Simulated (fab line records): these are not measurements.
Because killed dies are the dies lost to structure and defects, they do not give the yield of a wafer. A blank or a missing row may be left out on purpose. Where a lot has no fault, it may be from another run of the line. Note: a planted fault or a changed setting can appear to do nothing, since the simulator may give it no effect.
Code-filled problem report in 8D (eight disciplines) form || flow gf180mcu || the parts of the form that need people (team, actions taken, sign-off) are left out

== 1. WHAT WENT WRONG ==
At GF_V3_ETCH_17, rf fwd power W averages 1260 W over 2 wafers from 2 lots, while fault-free wafers read 1493 W, standard deviation 5. That is -47 standard deviations from the usual mean.
The step: etches SiO2 in C4F8/O2/Ar, stops on TiN, target depth 635 nm.
First seen on wafer L404.2, day 27 20:00, on rie diel-03. At this step, 18 wafers from 6 lots have a number in the record. By rule, "out" or "out of limits" means more than 4 standard deviations away from the usual mean. The other wafers with a number count as sound.

== 2. WHAT IT IS, WHAT IT ISN'T ==
{"question": "which readings at this step", "is": "rf fwd power W", "is not": "bias w, oes product au"}
{"question": "which lots", "is": "L404, L406", "is not": "L389, L400, L405, L407"}
{"question": "which wafers of those lots", "is": "L404.2, L406.1", "is not": "L404.1, L404.5, L406.3, L406.4"}
{"question": "read on which tools", "is": "rie diel-03", "is not": "rie diel-02, rie diel-04"}
{"question": "when", "is": "from day 27 20:00", "is not": "up to then (8 sound wafers); but 8 sound wafers of L405, L406, L407 came after"}

== 3. WHAT RULES OUT EACH SUSPECT ==
Counting: a tool at a process step up to the reading stays a suspect if it ran every lot that is out. Sound lots after the first of them don't rule it out here, since some wafers of a struck lot are sound.
- rie diel-03 at GF_V3_ETCH_16 (etches BARC in N2/H2): kept. Every lot that is out went through it, the first being L404 (day 27 20:20); the last sound lot it ran before that was L400 (day 26 08:10).
- rie diel-03 at GF_V3_ETCH_17 (etches SiO2 in C4F8/O2/Ar, stops on TiN, target depth 635 nm): kept. Every lot that is out went through it, the first being L404 (day 27 20:00); the last sound lot it ran before that was L400 (day 26 08:00). On those wafers its own readings are out: rf fwd power W.
- In rie diel-03 at GF_V3_ETCH_16, the wafers that are out were processed in chamber 3 and their sound lot-mates in chambers 0, 1, 2.
- In rie diel-03 at GF_V3_ETCH_17, the wafers that are out were processed in chamber 3 and their sound lot-mates in chambers 0, 1, 2.
What counting leaves: rie diel-03 at GF_V3_ETCH_16 and rie diel-03 at GF_V3_ETCH_17.

== 4. THE CAUSE (what the simulator had put in) ==
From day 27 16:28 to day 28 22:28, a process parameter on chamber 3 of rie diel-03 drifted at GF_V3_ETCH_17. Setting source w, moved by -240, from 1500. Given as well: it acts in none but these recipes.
Of the 2 suspects that counting leaves, this tool is one.

== 5. THE EFFECT CHAIN, in route order ==
Each row: a reading where the mean over the struck wafers with a number is more than 3 standard deviations away from the usual. Scope: only readings with a usual standard deviation given in the record; hours: median across lots of the time from each lot's start at the first step in this table that gives one to its start at this step; sigmas: change in usual standard deviations.
{"hours": 0, "step": "GF_V3_ETCH_17", "reading": "rf fwd power W", "usual": "1493 W", "on struck wafers": 1260, "change": -234, "sigmas": -47}
Process steps it contains:
- GF_V3_ETCH_17: etches SiO2 in C4F8/O2/Ar, stops on TiN, target depth 635 nm.

== 6. WHAT WOULD HAVE CAUGHT IT SOONER ==
4 hours passed between the start of the fault at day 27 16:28 and the first reading out of limits in this record, taken at day 27 20:00.
